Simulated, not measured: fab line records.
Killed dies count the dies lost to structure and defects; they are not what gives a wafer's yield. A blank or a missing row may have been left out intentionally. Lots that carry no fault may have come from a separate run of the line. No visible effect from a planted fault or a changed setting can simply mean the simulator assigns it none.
fab line records	flow sky130
record lots=13	wafers=38	last_day=50
route steps=708 shown FIELD_ISO@1 VT_ADJUST_NCORE@121 CONTACT@423 VIA1@479 PAD_OPEN@708
lots that met no fault: taken from a fault-free run of the same line
start_h: hours from the record's first day to the start of the lot's first wafer shown	wait_h: hours from the lot's prior step to this one	" same as the row above	L1.1+2: several wafers, shown together as one row	- no value present, or no start provided	* or withheld: withheld	< > ~ a bound
route shown NAME@n: names a module that has steps shown in the file, with the first one's number in the route	usual: mean/standard deviation of fault-free wafers	same: alike in all rows	chamber/n: place in a boat	sites: the reading at each site	_std_site: standard deviation of those values	_edge_site: mean of outer sites minus mean of inner sites	radius_mm: for every site, how far away it sits from the centre of the wafer	mask NAME#n: copy n	behind: the tool/chamber that last shaped the wafer	hold: what put the lot on hold/how long, in hours/how the hold closed	device: whichever transistor did not switch (one of n, p or np)	end of line: at the end of the route, the tests of the same wafers	for a step that has no rows: nothing shown but its recipe	killed: at the first sort, the dies lost to defects and structure; wafer yield is something else	map: a wafer's dies, x killed, . not, _ none there
set.NAME: setting as actually run; set.NAME@STEP: the setting as run at that earlier step	model.NAME: the simulator's own value behind a step, which no gauge read
steps of the route over a sample of lots; a table a step, a row a wafer
services: from which hour (start_h, from the record's first day; less than 0 if before it) a tool's chamber was out of use, for how many hours, and why
## steps
# step SKY_FIELD_ISO_BOW_MEAS_00
# recipe mode=bow
# usual INCOMING_BOW=-1/6.5
lot.wafer	tool	chamber	start_h	wait_h	INCOMING_BOW[um]
L837.2	film_metro-04	-	10.02	-	2
L837.4	"	-	"	"	-14
L837.6	"	-	"	"	11
L838.2	film_metro-04	-	15.02	-	4
L838.3	"	-	"	"	8
L838.6	"	-	"	"	6
L839.3	film_metro-02	-	20.04	-	3
L839.4	"	-	"	"	-8
L839.5	"	-	"	"	-11
L841.1	film_metro-03	-	30.00	-	-6
L841.2	"	-	"	"	3
L841.6	"	-	"	"	1
L844.3	film_metro-04	-	45.04	-	1
L844.4	"	-	"	"	1
L844.5	"	-	"	"	2
L847.4	film_metro-02	-	60.06	-	-2
L847.5	"	-	"	"	3
L849.1	film_metro-02	-	70.00	-	2
L849.2	"	-	"	"	-11
L849.3	"	-	"	"	0
L854.1	film_metro-03	-	95.00	-	6
L854.5	"	-	"	"	6
L854.6	"	-	"	"	5
L855.2	film_metro-04	-	100.02	-	7
L855.3	"	-	"	"	3
L855.4	"	-	"	"	0
L857.1	film_metro-04	-	110.00	-	2
L857.2	"	-	"	"	3
L857.3	"	-	"	"	12
L858.1	film_metro-03	-	115.00	-	8
L858.3	"	-	"	"	-1
L858.4	"	-	"	"	4
L859.3	film_metro-04	-	120.04	-	-11
L859.4	"	-	"	"	0
L859.5	"	-	"	"	-9
L860.1	film_metro-04	-	125.00	-	-11
L860.3	"	-	"	"	0
L860.6	"	-	"	"	-3
# step SKY_VT_ADJUST_NCORE_COAT_02
# recipe resist=NOVOLAK	spin_rpm=3000	resist_thk_nm=1140
# usual exhaust_pa=44.9/0.85
lot.wafer	tool	chamber	start_h	wait_h	exhaust_pa
L837.2	litho_track-03	0	164.96	0.1	44.9
L837.4	"	0	"	"	45.1
L837.6	"	0	"	"	45.5
L838.2	litho_track-03	0	170.56	0.1	44.2
L838.3	"	0	"	"	44.8
L838.6	"	0	"	"	46.6
L839.3	litho_track-03	0	176.14	0.1	45.3
L839.4	"	0	"	"	46.1
L839.5	"	0	"	"	46.1
L841.1	litho_track-02	0	193.37	0.1	45.5
L841.2	"	0	"	"	45.1
L841.6	"	0	"	"	45.4
L844.3	litho_track-02	0	215.27	0.1	45.5
L844.4	"	0	"	"	44.2
L844.5	"	0	"	"	46.1
L847.4	litho_track-02	0	234.85	0.1	44.8
L847.5	"	0	"	"	45.4
L849.1	litho_track-02	0	246.17	0.1	45.6
L849.2	"	0	"	"	44.0
L849.3	"	0	"	"	46.2
L854.1	litho_track-02	0	307.42	0.1	45.4
L854.5	"	0	"	"	44.0
L854.6	"	0	"	"	44.9
L855.2	litho_track-04	0	317.86	0.1	45.0
L855.3	"	0	"	"	45.9
L855.4	"	0	"	"	45.7
L858.1	litho_track-04	0	331.03	0.1	44.5
L858.3	"	0	"	"	45.8
L858.4	"	0	"	"	44.7
L857.1	litho_track-03	0	331.98	0.1	44.3
L857.2	"	0	"	"	45.0
L857.3	"	0	"	"	44.8
L860.1	litho_track-02	0	350.42	0.1	45.4
L860.3	"	0	"	"	44.2
L860.6	"	0	"	"	44.4
L859.3	litho_track-03	0	352.53	0.1	44.3
L859.4	"	0	"	"	44.7
L859.5	"	0	"	"	43.6
# step SKY_VT_ADJUST_NCORE_STRIP_10
# recipe chemistry=O2/N2	power_w=1400	pressure_mtorr=1500	platen_temp_c=withheld	o2_flow_sccm=3000	n2_flow_sccm=300	overash_fraction=0.5
# usual drypump_motor_current_A=5.9/0.38	oes_product_au=0.716/0.0048	strip_time_to_endpoint_s=14.16/0.041
lot.wafer	tool	chamber	start_h	wait_h	drypump_motor_current_A	oes_product_au	rf_hours_counter_h	strip_time_to_endpoint_s
L837.2	plasma_asher-02	1	174.64	0.1	6.1	0.718	36	14.14
L837.4	"	0	"	"	6.0	0.720	-	14.10
L837.6	"	1	"	"	6.1	0.714	-	14.11
L838.2	plasma_asher-03	0	180.49	0.1	5.3	0.709	6	14.14
L838.3	"	0	"	"	5.2	0.708	-	14.13
L838.6	"	0	"	"	5.2	0.720	-	14.10
L839.3	plasma_asher-02	1	186.57	0.1	6.1	0.719	-	14.16
L839.4	"	0	"	"	6.0	0.713	-	14.22
L839.5	"	1	"	"	6.1	0.715	-	14.18
L841.1	plasma_asher-02	0	204.19	0.1	6.0	0.715	38	14.15
L841.2	"	1	"	"	6.1	0.712	38	14.13
L841.6	"	1	"	"	6.1	0.720	-	14.11
L844.3	plasma_asher-02	1	226.96	0.1	6.1	0.717	-	14.76
L844.4	"	0	"	"	6.0	0.710	-	14.17
L844.5	"	0	"	"	6.0	0.717	-	14.76
L847.4	plasma_asher-03	0	247.52	0.1	5.2	0.715	-	14.20
L847.5	"	1	"	"	5.6	0.715	-	14.72
L849.1	plasma_asher-02	1	257.64	0.1	6.1	0.710	44	14.24
L849.2	"	0	"	"	6.0	0.721	44	14.22
L849.3	"	0	"	"	6.0	0.720	-	14.78
L854.1	plasma_asher-03	1	320.48	0.1	5.6	0.725	19	14.16
L854.5	"	1	"	"	5.5	0.711	-	14.15
L854.6	"	0	"	"	5.2	0.715	-	14.10
L855.2	plasma_asher-02	1	331.69	0.1	6.1	0.715	51	14.23
L855.3	"	0	"	"	5.9	0.712	-	14.22
L855.4	"	1	"	"	6.1	0.717	-	14.17
L858.1	plasma_asher-03	0	344.68	0.1	5.2	0.721	22	14.15
L858.3	"	1	"	"	5.5	0.714	-	14.14
L858.4	"	0	"	"	5.2	0.720	-	14.16
L857.1	plasma_asher-02	0	345.49	0.1	5.9	0.717	52	14.13
L857.2	"	1	"	"	6.1	0.720	52	14.14
L857.3	"	0	"	"	5.9	0.715	-	14.16
L860.1	plasma_asher-01	0	364.74	0.1	5.6	0.726	66	14.12
L860.3	"	0	"	"	5.6	0.708	-	14.16
L860.6	"	1	"	"	6.6	0.714	-	14.19
L859.3	plasma_asher-02	0	366.87	0.1	6.0	0.724	-	14.13
L859.4	"	1	"	"	6.1	0.715	-	14.17
L859.5	"	0	"	"	5.9	0.706	-	14.13
# step SKY_CONTACT_ETCH_17
# recipe target=SiO2	chemistry=C4F8/O2/Ar	stop_on=Si3N4	mask_material=KrF-thick	source_w=1500	bias_w=1200	pressure_mtorr=40	c4f8_flow_sccm=withheld	O2_flow_sccm=6	Ar_flow_sccm=300	time_s=withheld	target_depth_a=3400
# usual oes_product_au=0.891/0.0049
lot.wafer	tool	chamber	start_h	wait_h	oes_product_au
L837.2	rie_diel-04	3	715.68	0.0	0.893
L837.4	"	1	"	"	0.894
L837.6	"	2	"	"	0.895
L838.2	rie_diel-02	2	726.89	0.0	0.894
L838.3	"	1	"	"	0.888
L838.6	"	3	"	"	0.890
L839.3	rie_diel-01	1	733.64	0.0	0.893
L839.4	"	0	"	"	0.888
L839.5	"	2	"	"	0.903
L841.1	rie_diel-01	2	759.13	0.0	0.881
L841.2	"	3	"	"	0.892
L841.6	"	3	"	"	0.890
L844.3	rie_diel-02	3	783.38	0.0	0.898
L844.4	"	3	"	"	0.891
L844.5	"	0	"	"	0.894
L847.4	rie_diel-04	1	803.74	0.0	0.889
L847.5	"	2	"	"	0.901
L849.1	rie_diel-04	2	818.03	0.0	0.894
L849.2	"	0	"	"	0.894
L849.3	"	3	"	"	0.894
L854.1	rie_diel-01	1	884.94	0.0	0.893
L854.5	"	1	"	"	0.893
L854.6	"	0	"	"	0.904
L855.2	rie_diel-04	2	894.58	0.0	0.904
L855.3	"	1	"	"	0.894
L855.4	"	0	"	"	0.888
L858.1	rie_diel-01	3	910.34	0.0	0.889
L858.3	"	1	"	"	0.895
L858.4	"	1	"	"	0.889
L857.1	rie_diel-01	1	917.33	0.0	0.883
L857.2	"	2	"	"	0.893
L857.3	"	3	"	"	0.887
L860.1	rie_diel-04	1	919.24	0.0	0.893
L860.3	"	3	"	"	0.890
L860.6	"	1	"	"	0.892
L859.3	rie_diel-04	1	924.64	0.0	0.893
L859.4	"	3	"	"	0.885
L859.5	"	0	"	"	0.897
# step SKY_VIA1_CVD_21
# recipe material=W	target_thk_nm=270	time_s=80.902	temp_c=400	pressure_torr=40
# usual heater_power_w=791/42
lot.wafer	tool	chamber	start_h	wait_h	heater_power_w
L837.2	cvd_w-01	0	774.00	0.0	776
L837.4	"	0	"	"	776
L837.6	"	1	"	"	759
L838.2	cvd_w-02	0	785.23	0.0	820
L838.3	"	0	"	"	835
L838.6	"	0	"	"	825
L839.3	cvd_w-01	1	791.44	0.1	744
L839.4	"	0	"	"	786
L839.5	"	0	"	"	793
L841.1	cvd_w-02	0	816.38	0.0	818
L841.2	"	1	"	"	823
L841.6	"	0	"	"	818
L844.3	cvd_w-01	1	840.18	0.1	771
L844.4	"	0	"	"	782
L844.5	"	1	"	"	771
L847.4	cvd_w-01	1	859.86	0.1	760
L847.5	"	1	"	"	761
L849.1	cvd_w-02	0	874.68	0.0	837
L849.2	"	1	"	"	800
L849.3	"	0	"	"	828
L854.1	cvd_w-02	0	939.74	0.0	860
L854.5	"	0	"	"	838
L854.6	"	1	"	"	812
L855.2	cvd_w-01	1	948.22	0.0	725
L855.3	"	1	"	"	716
L855.4	"	0	"	"	754
L858.1	cvd_w-01	1	963.90	0.0	708
L858.3	"	0	"	"	747
L858.4	"	1	"	"	712
L857.1	cvd_w-02	0	970.34	0.0	821
L857.2	"	1	"	"	815
L857.3	"	1	"	"	823
L860.1	cvd_w-02	0	972.73	0.0	842
L860.3	"	1	"	"	813
L860.6	"	0	"	"	857
L859.3	cvd_w-01	0	978.74	0.1	767
L859.4	"	1	"	"	714
L859.5	"	0	"	"	760
# step SKY_PAD_OPEN_PROBE_99
# usual killed_at_M0_to_M3=44/7.3	killed_at_M4_up=3.2/1.8	killed_at_contacts=24/5.4	killed_at_front_end=16/4.4	killed_at_other=0.3/0.48	killed_dies=86/9.5	killed_on_rim=17/4	killed_open=47/7.7	killed_short=39/6.4
# same gross_dies=492	killed_at_back_side=0
lot.wafer	tool	chamber	start_h	wait_h	killed_at_M0_to_M3	killed_at_M4_up	killed_at_contacts	killed_at_front_end	killed_at_other	killed_dies	killed_on_rim	killed_open	killed_short
L844.3	prober-01	-	1109.31	0.2	44	1	24	18	0	87	17	53	34
L844.5	prober-01	-	1109.41	0.2	42	7	31	23	0	103	25	63	40
L847.4	prober-02	-	1126.93	0.2	53	3	22	20	0	98	20	57	41
L847.5	prober-02	-	1126.98	0.2	47	5	24	19	0	95	20	43	52
# killed by level:class
L844.3 VIA1:geometric_particle:open=14 LI_CONTACT:geometric_particle:open=9 CONTACT:geometric_particle:open=9 VIA3:geometric_particle:open=6 POLY_GATE:geometric_particle:short=5 VIA2:geometric_particle:open=5 FIELD_ISO:geometric_particle:open=4 VIA1:geometric_particle:short=4
L844.5 VIA1:geometric_particle:open=15 CONTACT:geometric_particle:open=11 FIELD_ISO:geometric_particle:open=10 VIA3:geometric_particle:open=7 LI_CONTACT:geometric_particle:open=6 FIELD_ISO:geometric_particle:short=5 POLY_GATE:geometric_particle:short=5 VIA1:geometric_particle:short=5
L847.4 VIA1:geometric_particle:open=16 LI_CONTACT:geometric_particle:open=7 VIA3:geometric_particle:open=7 CONTACT:geometric_particle:open=6 VIA2:geometric_particle:open=6 FIELD_ISO:geometric_particle:open=5 POLY_GATE:geometric_particle:open=5 METAL1:geometric_particle:short=5
L847.5 VIA1:geometric_particle:open=13 METAL1:geometric_particle:short=9 FIELD_ISO:geometric_particle:open=7 VIA1:geometric_particle:short=6 LI_CONTACT:geometric_particle:open=6 LOCAL_INTERCONNECT:geometric_particle:short=6 CONTACT:geometric_particle:short=6 VIA3:geometric_particle:open=5
## services
tool	chamber	start_h	hours	kind
plasma_asher-02	-	163.91	2.8	pm
rie_diel-04	-	189.74	14.6	pm
rie_diel-04	-	288.53	2.8	pm
cvd_w-01	-	293.94	28.1	pm
cvd_w-02	-	390.00	14.0	pm
cvd_w-02	1	425.41	6.2	repair
cvd_w-02	0	488.32	5.1	repair
cvd_w-01	-	570.06	4.3	pm
cvd_w-01	-	582.75	14.6	pm
plasma_asher-02	-	592.69	4.0	repair
cvd_w-01	-	600.99	1.4	repair
cvd_w-02	-	621.44	6.0	pm
cvd_w-02	-	632.39	6.9	pm
cvd_w-01	-	653.49	0.8	repair
cvd_w-02	-	724.15	2.8	pm
plasma_asher-02	-	743.12	15.6	pm
plasma_asher-02	-	856.33	5.3	repair
plasma_asher-02	-	882.39	11.8	repair
cvd_w-02	-	886.81	1.4	repair
cvd_w-01	-	889.82	6.9	pm
plasma_asher-02	-	892.43	0.4	repair
cvd_w-01	-	904.00	14.0	pm
cvd_w-01	1	910.61	14.4	repair
plasma_asher-02	-	975.35	14.6	pm
## key
first_sign step=SKY_VT_ADJUST_NCORE_STRIP_10	reading=strip_time_to_endpoint_s	direction=up	sigmas=15	usual=*	struck=*
effect none on later readings
met_at SKY_VT_ADJUST_NCORE_COAT_02
struck_lots L844,L847,L849
struck_wafers L844.3,L844.5,L847.5,L849.3
tester_left_out L844,L847,L849
not_acting_at SKY_FIELD_ISO_BOW_MEAS_00,SKY_CONTACT_ETCH_17,SKY_VIA1_CVD_21
onset_between 193.37 215.27
fault kind=process_parameter_drift	tool=litho_track-02	chamber=-	onset_h=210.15	steps=SKY_VT_ADJUST_NCORE_COAT_02	channel=resist_thk_nm	offset=50.97	shape=step	end_h=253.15	scope=struck_wafers_only	acts_in=these_recipes_only	stated=1140
# tester_left_out: of these lots the tester's yield and bins aren't shown, on N5 and GAA mostly nor the transistor test; their killed dies are dies lost to structure and defects alone, not to doping, threshold or leakage, so they don't give the yield
